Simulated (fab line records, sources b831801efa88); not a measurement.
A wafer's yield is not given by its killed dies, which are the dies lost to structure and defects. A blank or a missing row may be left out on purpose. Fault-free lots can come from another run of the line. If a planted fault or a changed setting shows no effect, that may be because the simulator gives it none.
Matching of chambers || flow gf180mcu || 4 sister chambers for GF_STI_ETCH_13 on rie-diel-01
The step etches the open film in CHF3/O2, stops on Si, target depth 282.31 nm, time 112.9 s. 18 wafers are shown with their chamber, then 9 later ones without.

== WAFERS, EACH WITH ITS CHAMBER ==
{"wafer": "L075.3", "chamber": 0, "drypump-motor-current-A (A)": 5.8, "oes-product-au (a.u.)": 0.828, "throttle-valve-pct (%)": 8.816}
{"wafer": "L075.4", "chamber": 1, "drypump-motor-current-A (A)": 6.7, "oes-product-au (a.u.)": 0.828, "throttle-valve-pct (%)": 8.813}
{"wafer": "L075.6", "chamber": 1, "drypump-motor-current-A (A)": 6.7, "oes-product-au (a.u.)": 0.824, "throttle-valve-pct (%)": 8.796}
{"wafer": "L078.2", "chamber": 1, "drypump-motor-current-A (A)": 6.7, "oes-product-au (a.u.)": 0.832, "throttle-valve-pct (%)": 8.823}
{"wafer": "L078.3", "chamber": 2, "drypump-motor-current-A (A)": 6.2, "oes-product-au (a.u.)": 0.847, "throttle-valve-pct (%)": 8.826}
{"wafer": "L078.6", "chamber": 1, "drypump-motor-current-A (A)": 6.7, "oes-product-au (a.u.)": 0.836, "throttle-valve-pct (%)": 8.808}
{"wafer": "L081.2", "chamber": 3, "drypump-motor-current-A (A)": 5.7, "oes-product-au (a.u.)": 0.842, "throttle-valve-pct (%)": 8.812}
{"wafer": "L081.4", "chamber": 0, "drypump-motor-current-A (A)": 5.8, "oes-product-au (a.u.)": 0.829, "throttle-valve-pct (%)": 8.825}
{"wafer": "L081.6", "chamber": 0, "drypump-motor-current-A (A)": 5.8, "oes-product-au (a.u.)": 0.833, "throttle-valve-pct (%)": 8.807}
{"wafer": "L082.2", "chamber": 2, "drypump-motor-current-A (A)": 6.2, "oes-product-au (a.u.)": 0.838, "throttle-valve-pct (%)": 8.807}
{"wafer": "L082.4", "chamber": 3, "drypump-motor-current-A (A)": 5.7, "oes-product-au (a.u.)": 0.834, "throttle-valve-pct (%)": 8.823}
{"wafer": "L082.5", "chamber": 2, "drypump-motor-current-A (A)": 6.2, "oes-product-au (a.u.)": 0.822, "throttle-valve-pct (%)": 8.827}
{"wafer": "L083.1", "chamber": 1, "drypump-motor-current-A (A)": 6.6, "oes-product-au (a.u.)": 0.837, "throttle-valve-pct (%)": 8.814}
{"wafer": "L083.4", "chamber": 2, "drypump-motor-current-A (A)": 6.2, "oes-product-au (a.u.)": 0.843, "throttle-valve-pct (%)": 8.804}
{"wafer": "L083.6", "chamber": 0, "drypump-motor-current-A (A)": 5.8, "oes-product-au (a.u.)": 0.844, "throttle-valve-pct (%)": 8.811}
{"wafer": "L085.2", "chamber": 3, "drypump-motor-current-A (A)": 5.7, "oes-product-au (a.u.)": 0.841, "throttle-valve-pct (%)": 8.822}
{"wafer": "L085.3", "chamber": 3, "drypump-motor-current-A (A)": 5.7, "oes-product-au (a.u.)": 0.832, "throttle-valve-pct (%)": 8.813}
{"wafer": "L085.5", "chamber": 0, "drypump-motor-current-A (A)": 5.8, "oes-product-au (a.u.)": 0.832, "throttle-valve-pct (%)": 8.804}

SIGNATURES, as means of the wafers listed above
{"reading": "drypump-motor-current-A", "chamber 0": 5.800, "chamber 1": 6.680, "chamber 2": 6.200, "chamber 3": 5.700, "scatter within a chamber": 0.0239}
{"reading": "oes-product-au", "chamber 0": 0.83320, "chamber 1": 0.83140, "chamber 2": 0.83750, "chamber 3": 0.83725, "scatter within a chamber": 0.00716}
{"reading": "throttle-valve-pct", "chamber 0": 8.81260, "chamber 1": 8.81080, "chamber 2": 8.81600, "chamber 3": 8.81750, "scatter within a chamber": 0.0093}
Rule: distance of a wafer from a chamber = root of the sum over the readings of ((wafer's reading minus chamber's mean) / reading's scatter) squared. If the next closest chamber is less than 2 further off than the closest, the wafer can't be placed; otherwise it belongs to the closest. The scatter: take each reading less its chamber's mean, square it, sum over the shown wafers, divide by the number of wafers less the number of chambers, and take the root.

== WAFERS WITH NO CHAMBER GIVEN ==
{"wafer": "L087.1", "drypump-motor-current-A (A)": 5.8, "oes-product-au (a.u.)": 0.831, "throttle-valve-pct (%)": 8.830}
{"wafer": "L087.2", "drypump-motor-current-A (A)": 5.7, "oes-product-au (a.u.)": 0.833, "throttle-valve-pct (%)": 8.815}
{"wafer": "L087.5", "drypump-motor-current-A (A)": 6.2, "oes-product-au (a.u.)": 0.833, "throttle-valve-pct (%)": 8.812}
{"wafer": "L092.1", "drypump-motor-current-A (A)": 5.8, "oes-product-au (a.u.)": 0.841, "throttle-valve-pct (%)": 8.819}
{"wafer": "L092.4", "drypump-motor-current-A (A)": 6.2, "oes-product-au (a.u.)": 0.836, "throttle-valve-pct (%)": 8.799}
{"wafer": "L092.5", "drypump-motor-current-A (A)": 5.8, "oes-product-au (a.u.)": 0.836, "throttle-valve-pct (%)": 8.814}
{"wafer": "L097.4", "drypump-motor-current-A (A)": 5.8, "oes-product-au (a.u.)": 0.829, "throttle-valve-pct (%)": 8.791}
{"wafer": "L097.5", "drypump-motor-current-A (A)": 6.6, "oes-product-au (a.u.)": 0.829, "throttle-valve-pct (%)": 8.826}
{"wafer": "L097.6", "drypump-motor-current-A (A)": 6.2, "oes-product-au (a.u.)": 0.828, "throttle-valve-pct (%)": 8.814}

== WHICH CHAMBER EACH ONE RAN IN ==
{"wafer": "L087.1", "from the rows above": 0, "in truth": 0}
{"wafer": "L087.2", "from the rows above": 3, "in truth": 3}
{"wafer": "L087.5", "from the rows above": 2, "in truth": 2}
{"wafer": "L092.1", "from the rows above": 0, "in truth": 0}
{"wafer": "L092.4", "from the rows above": 2, "in truth": 2}
{"wafer": "L092.5", "from the rows above": 0, "in truth": 0}
{"wafer": "L097.4", "from the rows above": 0, "in truth": 0}
{"wafer": "L097.5", "from the rows above": 1, "in truth": 1}
{"wafer": "L097.6", "from the rows above": 2, "in truth": 2}
Placed correctly: 9 of 9. Number that these rows cannot place: 0. Placed wrongly: 0.
